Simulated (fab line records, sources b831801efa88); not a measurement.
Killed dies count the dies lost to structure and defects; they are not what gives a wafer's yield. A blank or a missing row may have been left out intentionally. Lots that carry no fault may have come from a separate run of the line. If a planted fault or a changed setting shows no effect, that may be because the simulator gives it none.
Matching of chambers	flow sfq-line	SFQ_TRILAYER_I0_VIA_BARC_OPEN_VIA_ETCH_046 on rie-diel-01: 4 sister chambers
The step etches BARC in O2, target depth 125 nm, time 41.7 s. 7 wafers are shown with their chamber, then 7 later ones without.

## EACH WAFER AND ITS CHAMBER
wafer	chamber	drypump-motor-current-A (A)	chamber-pressure-mTorr (mTorr)
L709.4	0	5.4	30.008
L709.6	1	5.9	29.970
L710.1	1	5.9	29.983
L710.5	0	5.5	30.025
L710.6	3	5.3	29.954
L711.4	2	6.1	30.006
L711.5	2	6.1	30.032

## WAFERS WITHOUT THEIR CHAMBER
wafer	drypump-motor-current-A (A)	chamber-pressure-mTorr (mTorr)
L711.6	5.3	30.020
L712.1	6.1	30.019
L712.4	6.0	29.995
L712.6	6.0	30.017
L716.1	6.1	30.042
L716.2	5.4	30.021
L716.4	6.0	29.994

## WHICH CHAMBER EACH WENT THROUGH
wafer	from the rows above	in truth
L711.6	can't be placed: 0 or 3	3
L712.1	2	2
L712.4	can't be placed: 1 or 2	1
L712.6	can't be placed: 2 or 1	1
L716.1	2	2
L716.2	0	0
L716.4	can't be placed: 1 or 2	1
Correct placement for 3 of the 7. From these rows, 4 cannot be placed; in 4 the true chamber is one of the candidates. Wrongly placed: 0.
How it was worked out, from the rows above alone: a wafer's distance from a chamber is the root of the sum, over the readings, of the square of ((its reading less the chamber's mean) divided by the reading's scatter). If the next closest chamber is less than 2 further off than the closest, the wafer can't be placed; otherwise it belongs to the closest. A chamber's mean is the mean of its shown wafers. The scatter: take each reading less its chamber's mean, square it, sum over the shown wafers, divide by the number of wafers less the number of chambers, and take the root.
